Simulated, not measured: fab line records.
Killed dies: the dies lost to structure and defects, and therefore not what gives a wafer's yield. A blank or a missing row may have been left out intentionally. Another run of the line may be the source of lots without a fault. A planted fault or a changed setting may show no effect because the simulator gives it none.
Struck lot and sound lot, side by side | flow sfqLine | 42 steps out of a route of 325
Sound: these wafers, L708.2, L708.5, L708.6. Struck: wafers L702.1, L702.2, L702.5. Last of all comes the cause.
Per side, at each step with rows, come the tool, then ch with its chambers, and then its first start. Under that, the readings that differ: sound wafers | struck wafers | difference of the means | sigmas: that difference in standard deviations of wafers without a fault.
alike: a reading whose means differ by less than 2 such deviations, as well as words and numbers matching on both sides. not compared: withheld readings; readings where some wafer has no value; bounds like >300 that might hide an equal value; numbers whose values overlap and for which the record gives no deviation.
The two part at a step that has a row with sigmas, a row that says differs or no value, or rows on one side only. Numbers that have no deviation but don't overlap get no sigmas and don't part them. A reading that every wafer of one side lacks parts them only if that side has two wafers or more.

first, 6 steps without rows for these wafers: SFQ_TRILAYER_M1_LITHO_COAT_044 (resist thk 62 nm); SFQ_TRILAYER_M1_LITHO_COAT_039 (resist thk 600 nm); SFQ_TRILAYER_M1_LITHO_SOFTBAKE_043; SFQ_TRILAYER_M1_LITHO_EXPOSE_040 (exposes mask M1, target cd 500 nm); SFQ_TRILAYER_M1_LITHO_PEB_042 (peb time 60 s); SFQ_TRILAYER_M1_LITHO_DEVELOP_041 (time 60 s).
SFQ_M1_OVL_MEAS_911:
  sound on overlay-02 at day 21 10:34; struck on overlay-02 at day 16 22:17
  alike: M1_OVL
then, 1 step without rows for these wafers: SFQ_TRILAYER_M1_BARC_OPEN_METAL_ETCH_054 (etches BARC in O2, target depth 125 nm, time 41.7 s).
SFQ_TRILAYER_M1_ETCH_METAL_ETCH_042: etches Nb in Cl2/Ar, stops on SiO2, target depth 240 nm, time 120 s.
  sound on rieMetal-02 ch 0,1, day 21 10:40; struck on rieMetal-04 ch 0,1, day 16 22:23
reading                  | sound             | struck            | difference | sigmas
drypumpMotorCurrentA (A) | 6.5 6.4 5.6       | 5.0 5.3 5.3       | -1.0       | -2
oesProductAu (a.u.)      | 0.904 0.914 0.905 | 0.896 0.892 0.894 | -0.014     | -2
  alike: heBacksideLeakSccm
  not compared: rfHoursCounterH
then, 3 steps without rows for these wafers: SFQ_TRILAYER_M1_STRIP_STRIP_043 (strips in O2); SFQ_TRILAYER_M1_STRIP_SOLV_CLEAN_044 (cleans in NMP, time 600 s); SFQ_TRILAYER_I1_DEP_PECVD_045 (deposits SiO2 from SiH4/N2O, time 111.11 s, target thk 500 nm).
SFQ_TRILAYER_I1_CMP_CMP_046: polishes SiO2.
  sound on cmp-02 ch 2,3, day 21 20:49; struck on cmp-01 ch 0,2, day 17 03:51
reading                                            | sound             | struck          | difference | sigmas
timeToEndpointS (s)                                | 215 211 210       | 231 220 224     | +13        | +2
model.SiO2_of_TRILAYER_I1_DEP_PECVD_045.thkNm (nm) | 199.9 199.8 199.9 | 179.1 180 179.1 | -20.5      | 
  alike: motorCurrentA
SFQ_I1_BOW_MEAS_912:
  sound on filmMetro-04 at day 21 23:50; struck on filmMetro-03 at day 17 06:52
  alike: I1_BOW
SFQ_TRILAYER_I1_METRO_MEASURE_047:
  sound on filmMetro-04 at day 22 00:08; struck on filmMetro-03 at day 17 06:59
reading    | sound             | struck            | difference | sigmas
thkNm (nm) | 200.0 199.9 199.9 | 179.1 180.1 179.0 | -20.5      | -29
then, 6 steps without rows for these wafers: SFQ_TRILAYER_I1_VIA_LITHO_COAT_054 (resist thk 62 nm); SFQ_TRILAYER_I1_VIA_LITHO_COAT_049 (resist thk 650 nm); SFQ_TRILAYER_I1_VIA_LITHO_SOFTBAKE_053; SFQ_TRILAYER_I1_VIA_LITHO_EXPOSE_050 (exposes mask I1, target cd 500 nm); SFQ_TRILAYER_I1_VIA_LITHO_PEB_052 (peb time 60 s); SFQ_TRILAYER_I1_VIA_LITHO_DEVELOP_051 (time 60 s).
-- the record jumps here: 7 days lie between the struck wafers' starts before and after --
SFQ_I1_OVL_MEAS_913:
  sound on overlay-02 at day 28 08:56; struck on overlay-02 at day 24 00:22
  alike: I1_OVL
then, 1 step without rows for these wafers: SFQ_TRILAYER_I1_VIA_BARC_OPEN_VIA_ETCH_071 (etches BARC in O2, target depth 125 nm, time 41.7 s).
SFQ_TRILAYER_I1_VIA_ETCH_VIA_ETCH_052: etches SiO2 in CHF3, stops on Nb, target depth 260 nm.
  sound on rieDiel-03 ch 0,3, day 28 09:01; struck on rieDiel-01 ch 0,1,2, day 24 00:26
reading                      | sound             | struck            | difference | sigmas
oesProductAu (a.u.)          | 0.850 0.853 0.849 | 0.803 0.804 0.800 | -0.048     | -11
model.I1.featureDepthNm (nm) | 199.9 199.8 199.9 | 179.1 180 179.1   | -20.5      | 
model.etch.depthNm (nm)      | 199.9 199.8 199.9 | 179.1 180 179.1   | -20.5      | 
  alike: drypumpMotorCurrentA
SFQ_TRILAYER_I1_VIA_STRIP_STRIP_053: strips in O2.
  sound on rieMetal-01 ch 0,1, day 28 09:07; struck on rieMetal-03 ch 0,1, day 24 00:34
  alike: drypumpMotorCurrentA, heBacksideLeakSccm, oesProductAu
  not compared: rfHoursCounterH
then, 1 step without rows for these wafers: SFQ_TRILAYER_I1_VIA_STRIP_SOLV_CLEAN_054 (cleans in NMP, time 600 s).
SFQ_TRILAYER_M2_DEP_PRE_CLEAN_056: time 22.5 s.
  sound on pvdSputter-04 at day 28 10:04; struck on pvdSputter-04 at day 24 01:20
reading                                            | sound             | struck            | difference | sigmas
model.SiO2_of_TRILAYER_I1_DEP_PECVD_045.thkNm (nm) | 192.4 192.3 192.4 | 171.6 172.5 171.6 | -20.5      | 
SFQ_TRILAYER_M2_DEP_SPUTTER_055: material Nb, target thk 200 nm, time 133.3 s.
  sound on pvdSputter-04 at day 28 10:06; struck on pvdSputter-04 at day 24 01:22
  alike: basePressurePa, substrateTempC, throttleValvePct
SFQ_M2_RS_MEAS_914: uses a four-point probe to measure.
  sound on filmMetro-04 at day 28 10:13; struck on filmMetro-04 at day 24 01:27
  alike: M2_NB_RS
then, 6 steps without rows for these wafers: SFQ_TRILAYER_M2_LITHO_COAT_062 (resist thk 62 nm); SFQ_TRILAYER_M2_LITHO_COAT_057 (resist thk 600 nm); SFQ_TRILAYER_M2_LITHO_SOFTBAKE_061; SFQ_TRILAYER_M2_LITHO_EXPOSE_058 (exposes mask M2, target cd 500 nm); SFQ_TRILAYER_M2_LITHO_PEB_060 (peb time 60 s); SFQ_TRILAYER_M2_LITHO_DEVELOP_059 (time 60 s).
SFQ_M2_OVL_MEAS_916:
  sound on overlay-01 at day 34 13:08; struck on overlay-01 at day 24 03:53
  alike: M2_OVL
then, 2 steps without rows for these wafers: SFQ_TRILAYER_M2_BARC_OPEN_METAL_ETCH_077 (etches BARC in O2, target depth 125 nm, time 41.7 s); SFQ_TRILAYER_M2_ETCH_METAL_ETCH_060 (etches Nb in Cl2/Ar, stops on SiO2, target depth 240 nm, time 120 s).
SFQ_TRILAYER_M2_STRIP_STRIP_061: strips in O2.
  sound on rieMetal-04 ch 0,1, day 34 13:21; struck on rieMetal-03 ch 0,1, day 24 04:06
  alike: drypumpMotorCurrentA, heBacksideLeakSccm, oesProductAu
  not compared: rfHoursCounterH
then, 1 step without rows for these wafers: SFQ_TRILAYER_M2_STRIP_SOLV_CLEAN_062 (cleans in NMP, time 600 s).
SFQ_TRILAYER_I2_DEP_PECVD_063: deposits SiO2 from SiH4/N2O, time 111.11 s, target thk 500 nm.
  sound on pecvd-02 ch 1,2, day 34 14:08; struck on pecvd-02 ch 0,1,2, day 24 04:53
  alike: heaterPowerW, throttleValvePct
-- the record jumps here: 52 days lie between the struck wafers' starts before and after --
SFQ_M8_BOW_MEAS_951:
  sound on filmMetro-04 at day 80 04:44; struck on filmMetro-02 at day 76 15:58
  alike: M8_BOW
  not compared: model.etest.i1.linkOhm

## WHERE THEY PART
Last at SFQ_TRILAYER_I1_VIA_ETCH_VIA_ETCH_052 as far as this record goes, first at SFQ_TRILAYER_M1_ETCH_METAL_ETCH_042. Later steps at which nothing parts them and some readings are alike: SFQ_TRILAYER_I1_VIA_STRIP_STRIP_053, SFQ_TRILAYER_M2_DEP_SPUTTER_055, SFQ_M2_RS_MEAS_914, SFQ_M2_OVL_MEAS_916, SFQ_TRILAYER_M2_STRIP_STRIP_061, SFQ_TRILAYER_I2_DEP_PECVD_063, SFQ_M8_BOW_MEAS_951.

WHY: the cause the simulator had injected
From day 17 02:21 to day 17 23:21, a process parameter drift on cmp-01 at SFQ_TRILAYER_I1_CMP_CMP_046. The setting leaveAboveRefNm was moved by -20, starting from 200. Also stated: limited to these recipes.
